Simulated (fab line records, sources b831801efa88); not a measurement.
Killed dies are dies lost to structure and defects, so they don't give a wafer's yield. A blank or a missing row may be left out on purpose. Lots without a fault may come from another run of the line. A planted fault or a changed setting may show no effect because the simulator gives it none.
fab line records | flow sky130
record lots=5 wafers=15 last_day=50
route steps=708 shown VIA2@523 METAL3@532
lots that met no fault: from a run of the same line without faults
start_h: hours from the record's first day to the start of the lot's first wafer shown | wait_h: hours since the lot's step before | " the same as in the row above | L1.1+2: a row that stands for several wafers | - no value, or no start given | * or withheld: withheld | < > ~ a bound
route shown NAME@n: a module of which the file shows steps, and the number in the route of the first | usual: mean/standard deviation of fault-free wafers | same: alike in all rows | chamber/n: place in a boat | sites: the reading at each site | _std_site: their standard deviation | _edge_site: outer sites' mean less inner sites' | radius_mm: how far each site lies from the wafer's centre | mask NAME#n: copy n | behind: the tool/chamber that last shaped the wafer | hold: why the lot was held/for how many hours/how that ended | device: the transistor (n, p or np) that didn't switch | end of line: the same wafers' tests at the end of the route | a step without rows: its recipe alone | killed: dies lost to structure and defects at the first sort, not the wafer's yield | map: a wafer's dies, x killed, . not, _ none there
set.NAME: the setting as run; set.NAME@STEP: as run at that earlier step | model.NAME: the simulator's own value behind a step, which no gauge read
lots at some steps of the route; a table a step, a row a wafer
services: from which hour (start_h, from the record's first day; less than 0 if before it) a tool's chamber was out of use, for how many hours, and why
## steps
# step SKY_VIA2_STRIP_16
# recipe chemistry=O2/N2 power_w=1400 pressure_mtorr=1500 platen_temp_c=withheld o2_flow_sccm=3000 n2_flow_sccm=300 overash_fraction=0.5
# usual chamber_pressure_mTorr=1500.0/1.4 drypump_motor_current_A=5.8/0.43 oes_product_au=0.398/0.0049 strip_time_to_endpoint_s=4.056/0.022
# columns lot.wafer tool chamber start_h wait_h chamber_pressure_mTorr drypump_motor_current_A oes_product_au rf_hours_counter_h strip_time_to_endpoint_s
L885.2 plasma_asher-04 0 883.76 0.0 1500.6 5.8 0.400 44 4.062
L885.4 " 0 " " 1500.5 5.8 0.393 - 4.051
L885.6 " 1 " " 1500.1 4.9 0.396 - 4.036
L889.2 plasma_asher-04 1 914.33 0.0 1497.7 4.9 0.403 47 4.056
L889.3 " 0 " " 1500.3 5.8 0.400 - 4.044
L889.4 " 1 " " 1500.5 4.9 0.395 - 4.060
L896.4 plasma_asher-04 0 966.22 0.1 1497.7 5.8 0.405 - 4.022
L896.5 " 0 " " 1498.0 5.8 0.403 - 4.064
L896.6 " 1 " " 1500.1 4.9 0.400 - 4.043
L899.2 plasma_asher-03 0 992.43 0.0 1501.4 5.6 0.403 26 4.093
L899.4 " 0 " " 1500.3 5.6 0.403 - 4.093
L899.5 " 1 " " 1499.3 6.4 0.398 - 4.072
L903.1 plasma_asher-03 0 1031.53 0.0 1499.6 5.6 0.397 30 4.056
L903.3 " 1 " " 1498.4 6.3 0.400 - 4.029
L903.5 " 0 " " 1500.0 5.6 0.396 - 4.043
# step SKY_VIA2_STRIP_17
# recipe chemistry=post_etch_residue_remover time_s=1200 temp_c=72.5
# step SKY_VIA2_CLEAN_18
# recipe chemistry=IPA time_s=180 temp_c=25
# step SKY_VIA2_CLEAN_19
# recipe chemistry=O3/DIW dry=n2_spin
# step SKY_VIA2_SPUTTER_20
# recipe material=TiN target_thk_nm=20 chamber_pressure_pa=5 power_w=3847 time_s=80
# step SKY_VIA2_CVD_21
# recipe material=W target_thk_nm=420 time_s=126.4 temp_c=400 pressure_torr=40
# usual heater_power_w=816/87
# columns lot.wafer tool chamber start_h wait_h heater_power_w
L885.2 cvd_w-02 0 884.41 0.0 726
L885.4 " 0 " " 720
L885.6 " 1 " " 755
L889.2 cvd_w-02 1 915.00 0.0 747
L889.3 " 0 " " 720
L889.4 " 1 " " 765
L896.4 cvd_w-02 0 966.88 0.1 729
L896.5 " 0 " " 728
L896.6 " 1 " " 754
L899.2 cvd_w-02 1 993.09 0.0 751
L899.4 " 0 " " 711
L899.5 " 0 " " 727
L903.1 cvd_w-02 1 1032.18 0.0 735
L903.3 " 1 " " 747
L903.5 " 0 " " 717
# step SKY_VIA2_RS_MEAS_22
# recipe thk_meas_gauge=four-point-probe reads=W_of_VIA2_CVD_21+TiN_of_VIA2_SPUTTER_20
# usual VIA2_W_RS=0.2756/0.0025
# columns lot.wafer tool chamber start_h wait_h VIA2_W_RS[ohm/sq]
L885.2 film_metro-02 - 884.56 0.1 0.2698
L885.4 " - " " 0.2720
L885.6 " - " " 0.2700
L889.2 film_metro-01 - 915.15 0.1 0.2773
L889.3 " - " " 0.2767
L889.4 " - " " 0.2774
L896.4 film_metro-03 - 967.03 0.1 0.2745
L896.5 " - " " 0.2722
L896.6 " - " " 0.2755
L899.2 film_metro-03 - 993.24 0.1 0.2767
L899.4 " - " " 0.2774
L899.5 " - " " 0.2786
L903.1 film_metro-03 - 1032.32 0.1 0.2794
L903.3 " - " " 0.2744
L903.5 " - " " 0.2764
# step SKY_VIA2_THK_MEAS_23
# recipe thk_meas_gauge=xrf reads=W_of_VIA2_CVD_21
# usual VIA2_W_THK=431/4.1
# columns lot.wafer tool chamber start_h wait_h VIA2_W_THK[nm]
L885.2 film_metro-02 - 884.67 0.1 431
L885.4 " - " " 431
L885.6 " - " " 433
L889.2 film_metro-01 - 915.26 0.1 429
L889.3 " - " " 429
L889.4 " - " " 428
L896.4 film_metro-03 - 967.12 0.1 432
L896.5 " - " " 440
L896.6 " - " " 435
L899.2 film_metro-03 - 993.35 0.1 434
L899.4 " - " " 431
L899.5 " - " " 430
L903.1 film_metro-03 - 1032.44 0.1 426
L903.3 " - " " 434
L903.5 " - " " 431
# step SKY_VIA2_CMP_24
# recipe stop_on=SiO2 t_overpolish_s=20 down_force_psi=3.5 platen_rpm=60 target_thk_nm=0 pad_velocity_m_s=0.94248
# usual head_pressure_psi=3.500/0.008 motor_current_A=11.3/1 overpolish_run_s=20.001/0.0084 time_to_endpoint_s=100/3.3
# columns lot.wafer tool chamber start_h wait_h head_pressure_psi motor_current_A overpolish_run_s time_to_endpoint_s
L885.4 cmp-01 2 884.72 0.0 3.495 12.0 19.995 102
L885.2 " 3 " " 3.509 10.5 19.998 99
L885.6 " 3 " " 3.498 10.3 20.008 100
L889.2 cmp-02 0 915.31 0.0 3.502 11.5 19.999 98
L889.4 " 2 " " 3.504 11.5 20.006 102
L889.3 " 3 " " 3.500 11.8 19.992 102
L896.4 cmp-01 0 967.20 0.1 3.518 10.3 20.005 104
L896.5 " 3 " " 3.498 10.1 19.986 105
L896.6 " 0 " " 3.505 10.8 20.007 103
L899.4 cmp-02 2 993.86 0.5 3.506 11.5 20.008 105
L899.2 " 1 " " 3.499 9.9 20.008 106
L899.5 " 2 " " 3.504 11.9 20.000 105
L903.3 cmp-02 2 1032.55 0.1 3.502 10.9 19.987 105
L903.1 " 3 " " 3.495 12.3 20.006 103
L903.5 " 1 " " 3.488 9.4 20.001 106
# step SKY_METAL3_SPUTTER_00
# recipe material=Ti target_thk_nm=15 power_w=3000 time_s=10 chamber_pressure_pa=0.4
# usual throttle_valve_pct=29.8/1.1
# columns lot.wafer tool chamber start_h wait_h throttle_valve_pct
L885.2 pvd_sputter-02 - 885.02 0.2 29.6
L885.4 " - " " 30.9
L885.6 " - " " 28.2
L889.2 pvd_sputter-01 - 915.61 0.2 31.0
L889.3 " - " " 30.8
L889.4 " - " " 31.3
L896.4 pvd_sputter-02 - 967.45 0.2 28.9
L896.5 " - " " 29.9
L896.6 " - " " 28.2
L899.2 pvd_sputter-03 - 994.16 0.1 29.2
L899.4 " - " " 30.1
L899.5 " - " " 30.2
L903.1 pvd_sputter-03 - 1032.80 0.1 30.1
L903.3 " - " " 28.4
L903.5 " - " " 30.4
# step SKY_METAL3_SPUTTER_01
# recipe material=TiN target_thk_nm=20 power_w=6500 time_s=16.7 chamber_pressure_pa=0.4
# usual throttle_valve_pct=29.8/1.1
# columns lot.wafer tool chamber start_h wait_h throttle_valve_pct
L885.2 pvd_sputter-02 - 885.04 0.0 29.7
L885.4 " - " " 30.5
L885.6 " - " " 28.3
L889.2 pvd_sputter-01 - 915.63 0.0 30.6
L889.3 " - " " 30.6
L889.4 " - " " 31.1
L896.4 pvd_sputter-02 - 967.47 0.0 28.1
L896.5 " - " " 29.8
L896.6 " - " " 28.3
L899.2 pvd_sputter-03 - 994.18 0.0 29.2
L899.4 " - " " 29.8
L899.5 " - " " 30.3
L903.1 pvd_sputter-03 - 1032.82 0.0 29.9
L903.3 " - " " 28.5
L903.5 " - " " 30.5
# step SKY_METAL3_SPUTTER_02
# recipe material=AlCu target_thk_nm=735 power_w=10600 time_s=39.1 chamber_pressure_pa=0.4
# step SKY_METAL3_SPUTTER_03
# recipe material=Ti target_thk_nm=5 power_w=3000 time_s=3.3 chamber_pressure_pa=0.4
# usual throttle_valve_pct=29.8/1.1
# columns lot.wafer tool chamber start_h wait_h throttle_valve_pct model.Ti_of_METAL3_SPUTTER_03.thk_nm
L885.2 pvd_sputter-02 - 885.11 0.0 29.8 4.97
L885.4 " - " " 30.6 5.008
L885.6 " - " " 28.4 5.029
L889.2 pvd_sputter-01 - 915.70 0.0 30.9 5.243
L889.3 " - " " 30.9 5.198
L889.4 " - " " 31.4 5.113
L896.4 pvd_sputter-02 - 967.54 0.0 28.3 4.701
L896.5 " - " " 29.8 2.575
L896.6 " - " " 28.2 4.776
L899.2 pvd_sputter-03 - 994.24 0.0 29.3 5.181
L899.4 " - " " 30.2 5.142
L899.5 " - " " 30.4 5.096
L903.1 pvd_sputter-03 - 1032.88 0.0 29.8 5.143
L903.3 " - " " 28.6 5.19
L903.5 " - " " 30.4 5.159
# step SKY_METAL3_SPUTTER_04
# recipe material=TiN target_thk_nm=70 power_w=6500 time_s=58.3 chamber_pressure_pa=0.4
## services
# columns tool chamber start_h hours kind
pvd_sputter-01 3 866.06 - consumable_replace:kit
pvd_sputter-01 3 866.06 18.0 scheduled_down
pvd_sputter-01 3 866.06 18.0 vent_cycle
cvd_w-02 1 876.03 5.0 repair
cmp-01 - 896.91 1.7 repair
cmp-02 - 901.17 2.3 repair
cmp-01 - 913.27 2.5 repair
cmp-01 - 919.28 4.0 pm
pvd_sputter-02 1 921.44 - consumable_replace:kit
pvd_sputter-02 1 921.44 18.0 scheduled_down
pvd_sputter-02 1 921.44 18.0 vent_cycle
cmp-02 - 931.80 2.9 repair
pvd_sputter-03 0 946.42 - consumable_replace:kit
pvd_sputter-03 0 946.42 18.0 scheduled_down
pvd_sputter-03 0 946.42 18.0 vent_cycle
cmp-01 - 947.85 1.0 repair
plasma_asher-03 - 969.71 0.7 repair
cmp-01 - 984.17 0.3 repair
cmp-01 - 985.14 17.0 pm
cmp-02 - 987.11 2.2 repair
cvd_w-02 0 1008.19 1.7 repair
cmp-02 - 1008.99 1.9 repair
cmp-01 - 1018.55 3.5 repair
cmp-02 - 1025.09 1.5 repair
## key
first_sign none at tools or gauges
model_effect step=SKY_METAL3_SPUTTER_03 value=Ti_of_METAL3_SPUTTER_03.thk_nm without=4.709 struck=2.575
met_at SKY_METAL3_SPUTTER_03
struck_wafers L896.5
onset_between 885.11 967.54
fault kind=process_parameter_drift tool=pvd_sputter-02 chamber=- onset_h=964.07 steps=SKY_METAL3_SPUTTER_03 channel=target_thk_nm offset=-2.1341 shape=step end_h=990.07 acts_in=these_recipes_only stated=5 scope=struck_wafers_only
